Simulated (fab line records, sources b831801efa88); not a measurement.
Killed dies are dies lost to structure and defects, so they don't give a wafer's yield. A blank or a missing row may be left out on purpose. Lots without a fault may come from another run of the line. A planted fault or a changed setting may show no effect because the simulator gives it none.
fab line records | flow sfq_line
record lots=16 wafers=47 last_day=97
route steps=325 shown R5@226 I6@276 M7@288
lots that met no fault: from a run of the same line without faults
start_h: hours from the record's first day to the start of the lot's first wafer shown | wait_h: hours since the lot's step before | " the same as in the row above | L1.1+2: a row that stands for several wafers | - no value, or no start given | * or withheld: withheld | < > ~ a bound
route shown NAME@n: a module of which the file shows steps, and the number in the route of the first | usual: mean/standard deviation of fault-free wafers | same: alike in all rows | chamber/n: place in a boat | sites: the reading at each site | _std_site: their standard deviation | _edge_site: outer sites' mean less inner sites' | radius_mm: how far each site lies from the wafer's centre | mask NAME#n: copy n | behind: the tool/chamber that last shaped the wafer | hold: why the lot was held/for how many hours/how that ended | device: the transistor (n, p or np) that didn't switch | end of line: the same wafers' tests at the end of the route | a step without rows: its recipe alone | killed: dies lost to structure and defects at the first sort, not the wafer's yield | map: a wafer's dies, x killed, . not, _ none there
set.NAME: the setting as run; set.NAME@STEP: as run at that earlier step | model.NAME: the simulator's own value behind a step, which no gauge read
steps of the route over a sample of lots; a table a step, a row a wafer
services: from which hour (start_h, from the record's first day; less than 0 if before it) a tool's chamber was out of use, for how many hours, and why
## steps
# step SFQ_TRILAYER_R5_STRIP_STRIP_140
# recipe gas=O2 power_w=200 platen_temp_c=40 overash_fraction=0.65 chemistry=O2 pressure_mtorr=50
# usual drypump_motor_current_A=5.7/0.53 he_backside_leak_sccm=3.55/0.22 oes_product_au=0.998/0.0077
# columns lot.wafer tool chamber start_h wait_h drypump_motor_current_A he_backside_leak_sccm oes_product_au rf_hours_counter_h
L967.1 rie_metal-02 0 1792.99 0.0 6.1 3.85 1.005 107
L967.2 " 1 " " 6.3 3.75 1.006 75
L967.5 " 0 " " 6.0 3.84 0.996 -
L968.1 rie_metal-03 0 1802.59 0.0 5.5 3.88 0.996 27
L968.2 " 1 " " 4.8 3.56 0.999 88
L968.5 " 1 " " 4.8 3.45 0.994 -
L969.1 rie_metal-04 1 1803.91 0.1 6.2 3.48 0.994 61
L969.5 " 1 " " 6.2 3.62 1.000 -
L969.6 " 1 " " 6.2 3.53 1.003 -
L970.2 rie_metal-03 0 1807.39 0.0 5.6 3.47 0.990 28
L970.3 " 0 " " 5.6 3.77 0.991 -
L970.6 " 0 " " 5.6 3.73 0.987 -
L971.3 rie_metal-03 0 1813.52 0.2 5.5 3.43 0.985 -
L971.4 " 1 " " 4.8 3.46 0.991 -
L971.6 " 1 " " 4.8 3.65 1.004 -
L972.1 rie_metal-04 1 1824.12 0.0 6.2 3.50 0.994 65
L972.4 " 0 " " 5.6 3.21 1.002 -
L972.5 " 1 " " 6.2 3.32 1.001 -
L973.1 rie_metal-02 0 1826.52 0.0 6.1 3.44 1.000 113
L973.3 " 1 " " 6.3 3.68 1.006 -
L973.6 " 1 " " 6.3 3.61 0.999 -
L974.3 rie_metal-03 1 1856.27 0.2 4.8 3.73 0.987 -
L974.4 " 0 " " 5.5 3.26 0.994 -
L974.6 " 1 " " 4.9 3.64 0.983 -
L977.3 rie_metal-03 0 1879.07 0.2 5.6 3.43 1.004 -
L977.5 " 1 " " 4.9 3.60 0.984 -
L977.6 " 0 " " 5.6 3.64 0.988 -
L980.2 rie_metal-04 0 1893.27 0.0 5.6 3.19 1.002 11
L980.3 " 1 " " 6.2 3.55 1.010 -
L981.1 rie_metal-02 0 1919.67 0.0 6.0 3.71 1.003 129
L981.3 " 1 " " 6.3 3.81 1.005 -
L981.6 " 0 " " 6.0 3.76 1.013 -
L982.2 rie_metal-04 1 1922.07 0.0 6.2 3.48 1.017 76
L982.3 " 1 " " 6.2 3.60 1.013 -
L982.4 " 0 " " 5.5 3.32 1.004 -
L983.3 rie_metal-04 1 1925.87 0.2 6.2 3.46 1.006 -
L983.5 " 1 " " 6.2 3.35 1.006 -
L983.6 " 0 " " 5.5 3.19 0.993 -
L987.3 rie_metal-03 1 1934.27 0.2 4.8 3.77 0.981 -
L987.4 " 0 " " 5.5 3.40 0.996 -
L987.5 " 0 " " 5.6 3.72 0.987 -
L988.2 rie_metal-02 1 1935.27 0.0 6.3 3.79 1.003 104
L988.3 " 1 " " 6.3 3.84 0.993 -
L988.4 " 0 " " 6.1 4.05 0.997 -
L989.1 rie_metal-03 0 1936.47 0.0 5.6 3.31 0.996 50
L989.5 " 0 " " 5.5 3.47 0.999 -
L989.6 " 1 " " 4.8 3.79 0.992 -
# step SFQ_I6_OVL_MEAS_942
# usual I6_OVL=0/5.6
# columns lot.wafer tool chamber start_h wait_h I6_OVL[nm]
L967.1 overlay-02 - 1851.96 0.1 -6
L967.2 " - " " -4
L967.5 " - " " -9
L968.1 overlay-02 - 1854.36 0.1 5
L968.2 " - " " 0
L968.5 " - " " 1
L969.1 overlay-01 - 1856.29 0.1 -5
L969.5 " - " " -6
L969.6 " - " " -5
L970.2 overlay-01 - 1858.27 0.1 1
L970.3 " - " " -1
L970.6 " - " " 1
L971.3 overlay-01 - 1865.13 0.1 5
L971.4 " - " " -2
L971.6 " - " " 1
L972.1 overlay-02 - 1871.12 0.1 13
L972.4 " - " " 4
L972.5 " - " " 8
L973.1 overlay-01 - 1876.27 0.1 -2
L973.3 " - " " -10
L973.6 " - " " -7
L974.3 overlay-02 - 1883.13 0.1 2
L974.4 " - " " 4
L974.6 " - " " 3
L977.3 overlay-02 - 1899.58 0.1 -7
L977.5 " - " " -10
L977.6 " - " " -4
L980.2 overlay-01 - 1914.88 0.1 -3
L980.3 " - " " 5
L981.1 overlay-01 - 1961.08 0.1 -3
L981.3 " - " " -7
L981.6 " - " " -14
L982.2 overlay-01 - 1962.28 0.1 1
L982.3 " - " " -4
L982.4 " - " " -1
L983.3 overlay-01 - 1965.89 0.1 6
L983.5 " - " " 9
L983.6 " - " " 8
L987.3 overlay-01 - 2113.63 0.1 4
L987.4 " - " " -4
L987.5 " - " " 4
L988.2 overlay-02 - 2143.11 0.1 5
L988.3 " - " " 6
L988.4 " - " " 5
L989.1 overlay-02 - 2144.31 0.1 8
L989.5 " - " " 2
L989.6 " - " " 13
# step SFQ_TRILAYER_I6_VIA_STRIP_STRIP_173
# recipe gas=O2 power_w=200 platen_temp_c=40 overash_fraction=0.65 chemistry=O2 pressure_mtorr=50
# usual drypump_motor_current_A=5.7/0.54 he_backside_leak_sccm=3.61/0.27 oes_product_au=1.000/0.0082
# columns lot.wafer tool chamber start_h wait_h drypump_motor_current_A he_backside_leak_sccm oes_product_au rf_hours_counter_h
L967.1 rie_metal-03 0 1852.15 - 5.5 2.87 1.003 36
L967.2 " 1 " " 4.8 3.64 1.003 97
L967.5 " 1 " " 4.8 3.78 0.997 -
L968.1 rie_metal-04 1 1854.55 - 6.2 3.42 1.002 68
L968.2 " 0 " " 5.5 3.27 1.000 5
L968.5 " 0 " " 5.5 3.30 0.993 -
L969.1 rie_metal-04 0 1856.48 - 5.6 3.17 1.004 6
L969.5 " 0 " " 5.6 2.98 1.004 -
L969.6 " 1 " " 6.2 3.41 1.001 -
L970.2 rie_metal-02 1 1858.66 - 6.3 3.60 1.013 -
L970.3 " 1 " " 6.3 3.66 1.001 -
L970.6 " 1 " " 6.3 3.75 1.003 -
L971.3 rie_metal-03 1 1865.51 - 4.9 3.49 0.983 -
L971.4 " 0 " " 5.5 3.90 0.978 -
L971.6 " 1 " " 4.9 3.65 0.995 -
L972.1 rie_metal-03 1 1871.31 - 4.9 3.42 0.988 100
L972.4 " 1 " " 4.9 3.57 0.982 -
L972.5 " 1 " " 4.9 3.45 0.988 -
L973.1 rie_metal-03 1 1876.46 - 4.8 3.59 0.996 101
L973.3 " 1 " " 4.8 3.59 0.993 -
L973.6 " 1 " " 4.8 3.76 0.991 -
L974.3 rie_metal-02 1 1883.51 - 6.3 3.63 0.999 -
L974.4 " 0 " " 6.1 4.04 1.002 -
L974.6 " 1 " " 6.3 3.62 1.000 -
L977.3 rie_metal-02 1 1899.96 - 6.3 3.72 0.996 -
L977.5 " 0 " " 6.0 4.11 0.996 -
L977.6 " 1 " " 6.3 3.71 0.997 -
L980.2 rie_metal-03 0 1915.06 - 5.5 3.80 0.993 46
L980.3 " 1 " " 4.8 3.65 0.993 -
L981.1 rie_metal-04 1 1961.27 - 6.2 3.48 1.020 83
L981.3 " 0 " " 5.6 3.28 1.010 -
L981.6 " 1 " " 6.2 3.59 1.013 -
L982.2 rie_metal-04 1 1962.47 - 6.2 3.54 1.011 83
L982.3 " 0 " " 5.6 3.20 0.999 -
L982.4 " 1 " " 6.2 3.55 1.008 -
L983.3 rie_metal-02 1 1966.47 - 6.3 3.70 1.007 -
L983.5 " 1 " " 6.3 3.73 1.014 -
L983.6 " 1 " " 6.3 3.69 1.007 -
L987.3 rie_metal-02 0 2114.20 - 6.0 3.60 1.001 -
L987.4 " 0 " " 6.1 3.64 0.993 -
L987.5 " 0 " " 6.0 3.60 0.996 -
L988.2 rie_metal-02 1 2143.29 - 6.3 3.61 1.006 2
L988.3 " 0 " " 6.0 3.85 1.001 -
L988.4 " 1 " " 6.3 3.56 1.008 -
L989.1 rie_metal-03 1 2144.49 - 4.8 3.39 1.000 4
L989.5 " 1 " " 4.8 3.41 1.001 -
L989.6 " 0 " " 5.5 4.06 0.987 -
# step SFQ_TRILAYER_M7_LITHO_EXPOSE_178
# recipe mask_id=M7 na=0.6 source_shape=conventional sigma_outer=0.65 target_cd_nm=500 dose_mj=14.4
# usual exposure_dose_mJ_cm2=14.402/0.015
# columns lot.wafer tool chamber start_h wait_h mask exposure_dose_mJ_cm2
L967.1 krf_scanner-02 0 1952.42 - M7#0 14.413
L967.2 " 0 " " M7#0 14.389
L967.5 " 0 " " M7#0 14.387
L968.1 krf_scanner-02 0 1956.02 - M7#0 14.396
L968.2 " 0 " " M7#0 14.392
L968.5 " 0 " " M7#0 14.418
L969.1 krf_scanner-02 0 1957.22 - M7#0 14.426
L969.5 " 0 " " M7#0 14.414
L969.6 " 0 " " M7#0 14.399
L970.2 krf_scanner-01 0 1961.76 - M7#0 14.415
L970.3 " 0 " " M7#0 14.424
L970.6 " 0 " " M7#0 14.408
L971.3 krf_scanner-01 0 1967.96 - M7#0 14.426
L971.4 " 0 " " M7#0 14.412
L971.6 " 0 " " M7#0 14.430
L972.1 krf_scanner-01 0 1973.56 - M7#0 14.421
L972.4 " 0 " " M7#0 14.404
L972.5 " 0 " " M7#0 14.429
L973.1 krf_scanner-01 0 1981.96 - M7#0 14.391
L973.3 " 0 " " M7#0 14.381
L973.6 " 0 " " M7#0 14.384
L974.3 krf_scanner-01 0 1990.76 - M7#0 14.399
L974.4 " 0 " " M7#0 14.416
L974.6 " 0 " " M7#0 14.413
L977.3 krf_scanner-01 0 2006.36 - M7#0 14.394
L977.5 " 0 " " M7#0 14.395
L977.6 " 0 " " M7#0 14.388
L980.2 krf_scanner-02 0 2020.69 - M7#0 17.388
L980.3 " 0 " " M7#0 17.375
L981.1 krf_scanner-02 0 2055.29 - M7#0 17.432
L981.3 " 0 " " M7#0 17.409
L981.6 " 0 " " M7#0 17.414
L982.2 krf_scanner-02 0 2060.29 - M7#0 17.412
L982.3 " 0 " " M7#0 17.422
L982.4 " 0 " " M7#0 17.417
L983.3 krf_scanner-02 0 2066.49 - M7#0 17.423
L983.5 " 0 " " M7#0 17.413
L983.6 " 0 " " M7#0 17.412
L987.3 krf_scanner-01 0 2119.08 - M7#0 14.415
L987.4 " 0 " " M7#0 14.402
L987.5 " 0 " " M7#0 14.421
L988.2 krf_scanner-01 0 2145.32 - M7#0 14.395
L988.3 " 0 " " M7#0 14.385
L988.4 " 0 " " M7#0 14.372
L989.1 krf_scanner-01 0 2146.32 - M7#0 14.433
L989.5 " 0 " " M7#0 14.418
L989.6 " 0 " " M7#0 14.400
## services
# columns tool chamber start_h hours kind
krf_scanner-01 - 1773.54 1.3 pm
rie_metal-03 - 1775.99 0.4 repair
krf_scanner-01 - 1777.52 1.0 pm
krf_scanner-02 - 1808.14 1.0 pm
rie_metal-04 - 1821.13 0.6 repair
krf_scanner-02 - 1823.54 4.0 pm
krf_scanner-02 - 1827.56 1.3 pm
krf_scanner-01 - 1838.07 0.8 pm
rie_metal-02 0 1852.21 7.7 repair
rie_metal-04 - 1901.41 15.6 pm
krf_scanner-02 - 1903.46 0.8 pm
rie_metal-03 - 1934.81 0.6 repair
rie_metal-02 - 1941.40 14.6 pm
krf_scanner-01 - 1946.82 1.0 pm
krf_scanner-01 - 1950.22 1.3 pm
rie_metal-02 - 1956.69 0.2 repair
krf_scanner-02 - 1977.45 1.0 pm
krf_scanner-01 - 2007.16 0.8 pm
krf_scanner-01 - 2095.14 3.6 pm
krf_scanner-01 - 2110.69 4.6 repair
krf_scanner-01 - 2116.48 1.0 pm
krf_scanner-01 - 2125.88 1.3 pm
rie_metal-03 - 2134.41 0.9 repair
rie_metal-04 - 2136.62 0.4 repair
## key
first_sign step=SFQ_TRILAYER_M7_LITHO_EXPOSE_178 reading=exposure_dose_mJ_cm2 direction=up sigmas=99+ usual=14.402 struck=17.411
effect none on later readings
met_at SFQ_TRILAYER_M7_LITHO_EXPOSE_178
struck_lots L980,L981,L982,L983
not_acting_at SFQ_TRILAYER_R5_STRIP_STRIP_140,SFQ_I6_OVL_MEAS_942,SFQ_TRILAYER_I6_VIA_STRIP_STRIP_173
onset_between 1957.22 2020.69
fault kind=process_parameter_drift tool=krf_scanner-02 chamber=- onset_h=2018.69 steps=SFQ_TRILAYER_M7_LITHO_EXPOSE_178 channel=dose_mj offset=3.0151 shape=step acts_in=these_recipes_only stated=14.4
